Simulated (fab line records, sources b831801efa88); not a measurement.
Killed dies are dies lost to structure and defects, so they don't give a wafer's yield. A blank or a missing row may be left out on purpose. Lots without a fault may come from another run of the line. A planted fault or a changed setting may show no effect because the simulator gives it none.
Which tool did it? | flow sky130 | 13 lots, 39 wafers sampled, at 3 steps of a route of 708

WHAT THE GAUGES READ, wafer by wafer
SKY_GATE_OXIDE_TW_MEAS_14. Usual: GATE_OXIDE_TW 223.0, standard deviation 1.4.
lot  | measured     | on            | GATE_OXIDE_TW     | flag
L924 | day 14 23:29 | film_metro-03 | 222.8 223.1 222.0 |
L923 | day 14 23:47 | film_metro-03 | 223.8 222.9 223.0 |
L925 | day 16 08:16 | film_metro-04 | 223.3 224.7 224.1 |
L926 | day 16 10:02 | film_metro-03 | 222.1 221.9 223.9 |
L927 | day 16 10:20 | film_metro-03 | 221.2 222.6 221.9 |
L928 | day 16 10:32 | film_metro-04 | 222.8 223.4 224.7 |
L930 | day 16 21:16 | film_metro-02 | 223.6 221.0 222.7 |
L933 | day 18 00:11 | film_metro-03 | 223.7 223.0 223.5 |
L934 | day 18 05:56 | film_metro-03 | 223.8 224.3 222.9 |
L935 | day 18 14:35 | film_metro-02 | 222.5 223.1 222.3 |
L936 | day 19 00:04 | film_metro-03 | 224.2 223.7 224.2 |
L937 | day 19 14:37 | film_metro-03 | 224.8 223.0 223.6 |
L941 | day 20 19:58 | film_metro-04 | 223.9 224.2 224.4 |

SKY_RES_PROTECT_TW_MEAS_08. Usual: POLY_GATE_TW 3999, standard deviation 21.
lot  | measured     | on            | POLY_GATE_TW   | flag
L924 | day 16 07:21 | film_metro-03 | 3991 3987 4010 |
L923 | day 16 06:48 | film_metro-03 | 3993 3991 3988 |
L925 | day 17 16:58 | film_metro-03 | 4013 4008 4002 |
L926 | day 17 19:42 | film_metro-02 | 3967 3980 3955 |
L927 | day 17 19:35 | film_metro-03 | 4011 3990 4012 |
L928 | day 17 19:59 | film_metro-01 | 3971 3979 3992 |
L930 | day 18 08:46 | film_metro-02 | 4019 4007 4003 |
L933 | day 19 10:20 | film_metro-03 | 4040 4029 4022 |
L934 | day 19 16:56 | film_metro-02 | 3958 3986 3987 |
L935 | day 20 00:49 | film_metro-03 | 4014 4006 4023 |
L936 | day 20 09:01 | film_metro-03 | 4035 4030 3994 |
L937 | day 20 23:50 | film_metro-03 | 4001 4008 4014 |
L941 | day 22 06:13 | film_metro-03 | 4024 3998 4025 |

SKY_POLY_GATE_THK_MEAS_04. Usual: POLY_GATE_CVD_03_THK 75.4 nm, standard deviation 0.87.
lot  | measured     | on            | POLY_GATE_CVD_03_THK (nm) | flag
L924 | day 16 11:26 | film_metro-01 | 74.7 74.8 75.3            |
L923 | day 16 08:16 | film_metro-01 | 74.6 75.3 75.1            |
L925 | day 17 18:26 | film_metro-04 | 75.5 75.8 75.6            |
L926 | day 17 21:34 | film_metro-03 | 76.2 76.2 76.3            |
L927 | day 17 21:34 | film_metro-01 | 74.6 74.6 75.0            |
L928 | day 17 21:37 | film_metro-04 | 74.4 75.0 74.4            |
L930 | day 18 10:14 | film_metro-01 | 76.0 75.9 75.6            |
L933 | day 19 11:53 | film_metro-03 | 76.9 75.6 77.1            |
L934 | day 19 19:25 | film_metro-03 | 74.8 74.9 74.5            |
L935 | day 20 02:17 | film_metro-04 | 74.8 75.4 75.0            |
L936 | day 20 10:29 | film_metro-03 | 76.7 75.4 76.1            |
L937 | day 21 02:12 | film_metro-03 | 77.1 76.3 77.1            |
L941 | day 22 07:41 | film_metro-04 | 74.7 73.9 74.6            |

WHICH TOOL RAN EACH LOT (tool, then ch and the chambers of the sampled wafers, then the start)
The record holds no process step before these readings.

WHAT THE TOOLS THEMSELVES READ (means of the sampled wafers that have a number; where no wafer has one, the mark that the record gives instead)
The record holds no such reading with a usual standard deviation.

THE ANSWER, worked out from the rows above alone
Rule: a lot is off if the mean of its wafers that have a number lies more than 3 standard deviations from the usual mean. A lot without any number at a reading at which 4 lots or more have one is off too. The other lots that the step has rows for count as sound. The gauges are gone through in route order, then the tools' own readings, and for those a lot's mean is taken as printed above. The first step at which some lot is off is used, and at that step the reading that is off furthest; a lot without a number counts as furthest.
No lot is off at any reading shown: from this, nothing can be told.

WHAT THE SIMULATOR HAD PUT IN
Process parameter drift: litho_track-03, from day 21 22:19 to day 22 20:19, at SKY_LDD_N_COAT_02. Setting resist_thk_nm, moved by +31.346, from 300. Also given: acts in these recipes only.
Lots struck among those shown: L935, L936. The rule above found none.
